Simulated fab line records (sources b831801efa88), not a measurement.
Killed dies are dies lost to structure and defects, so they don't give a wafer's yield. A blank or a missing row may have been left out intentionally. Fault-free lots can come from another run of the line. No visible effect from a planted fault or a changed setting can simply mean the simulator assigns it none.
Which tool did it? -- flow sfq line -- 15 lots with 45 wafers sampled at 2 steps, on a route of 325 steps

## WHAT THE GAUGES READ, wafer by wafer
SFQ_C5_OVL_MEAS_937. Usual: C5_OVL typically reads 4 nm, with standard deviation 6.6.
lot,measured,on,C5_OVL (nm),flag
L841,day 57 07:03,overlay-02,0 4 4,
L842,day 57 13:28,overlay-01,3 3 6,
L843,day 57 19:28,overlay-01,8 4 7,
L846,day 59 01:53,overlay-01,0 0 4,
L847,day 59 13:53,overlay-01,3 -1 -4,
L848,day 59 17:29,overlay-01,10 11 10,
L853,day 61 09:38,overlay-02,9 12 9,
L854,day 61 18:02,overlay-02,18 14 17,
L855,day 61 21:38,overlay-01,2 -1 -6,
L858,day 62 18:38,overlay-01,0 -5 -1,
L860,day 63 10:20,overlay-02,-10 -18 -5,
L861,day 63 12:44,overlay-02,3 15 10,
L862,day 63 19:56,overlay-02,7 7 3,
L863,day 63 22:21,overlay-01,0 3 2,
L864,day 64 03:08,overlay-02,6 -4 3,

## TOOL THAT RAN EACH LOT (tool first, then ch and the chambers of the sampled wafers, then the start)
lot,SFQ_TRILAYER_R5_STRIP_STRIP_140
L841,"rie metal-01 ch 1, day 52 00:33"
L842,"rie metal-04 ch 0,1, day 52 02:57"
L843,"rie metal-01 ch 0,1, day 52 06:33"
L846,"rie metal-04 ch 0,1, day 53 06:33"
L847,"rie metal-02 ch 0,1, day 53 19:18"
L848,"rie metal-04 ch 0,1, day 53 22:54"
L853,"rie metal-01 ch 1, day 55 18:13"
L854,"rie metal-04 ch 0,1, day 56 03:36"
L855,"rie metal-02 ch 0,1, day 56 06:00"
L858,"rie metal-04 ch 0,1, day 56 23:00"
L860,"rie metal-01 ch 0,1, day 57 16:01"
L861,"rie metal-02 ch 0,1, day 57 17:13"
L862,"rie metal-02 ch 1, day 58 00:25"
L863,"rie metal-04 ch 0,1, day 58 03:07"
L864,"rie metal-04 ch 0,1, day 58 05:13"
- SFQ_TRILAYER_R5_STRIP_STRIP_140: strips in O2.

## WHAT THE TOOLS THEMSELVES READ (means of the sampled wafers that have a number; where no wafer has one, the mark that the record gives instead)
SFQ_TRILAYER_R5_STRIP_STRIP_140. Usual: drypump motor current A 5.8 A, standard deviation 0.38; he backside leak sccm 3.45 sccm, standard deviation 0.27; oes product au 1.002 a.u., standard deviation 0.013.
lot,tool,drypump motor current A (A),he backside leak sccm (sccm),oes product au (a.u.),flag
L841,rie metal-01,5.8,3.21,0.994,
L842,rie metal-04,5.9,3.47,1.012,
L843,rie metal-01,5.3,3.55,0.994,
L846,rie metal-04,5.9,3.55,1.001,
L847,rie metal-02,5.8,3.32,1.003,
L848,rie metal-04,5.9,3.38,1.007,
L853,rie metal-01,5.8,3.41,0.995,
L854,rie metal-04,5.9,3.42,1.009,
L855,rie metal-02,6.1,3.32,1.000,
L858,rie metal-04,5.9,3.51,1.026,
L860,rie metal-01,5.5,3.33,0.988,
L861,rie metal-02,5.8,3.61,1.003,
L862,rie metal-02,5.6,3.62,0.999,
L863,rie metal-04,5.9,3.52,1.018,
L864,rie metal-04,5.9,3.62,1.007,

## THE ANSWER, worked out from the rows above alone
Rule: lot off if the mean of its wafers having a number is beyond 3 standard deviations from the usual mean. Also off: a lot with no number at a reading for which 4 or more lots have one. All remaining lots with rows at the step are treated as sound. First the gauges in route order, then the tools' own readings, where a lot's mean is used as printed above. The first step at which some lot is off is used, and at that step the reading that is off furthest; a lot without a number counts as furthest.
No lot is off at any reading shown: from this, nothing can be told.

## WHAT THE SIMULATOR PUT IN
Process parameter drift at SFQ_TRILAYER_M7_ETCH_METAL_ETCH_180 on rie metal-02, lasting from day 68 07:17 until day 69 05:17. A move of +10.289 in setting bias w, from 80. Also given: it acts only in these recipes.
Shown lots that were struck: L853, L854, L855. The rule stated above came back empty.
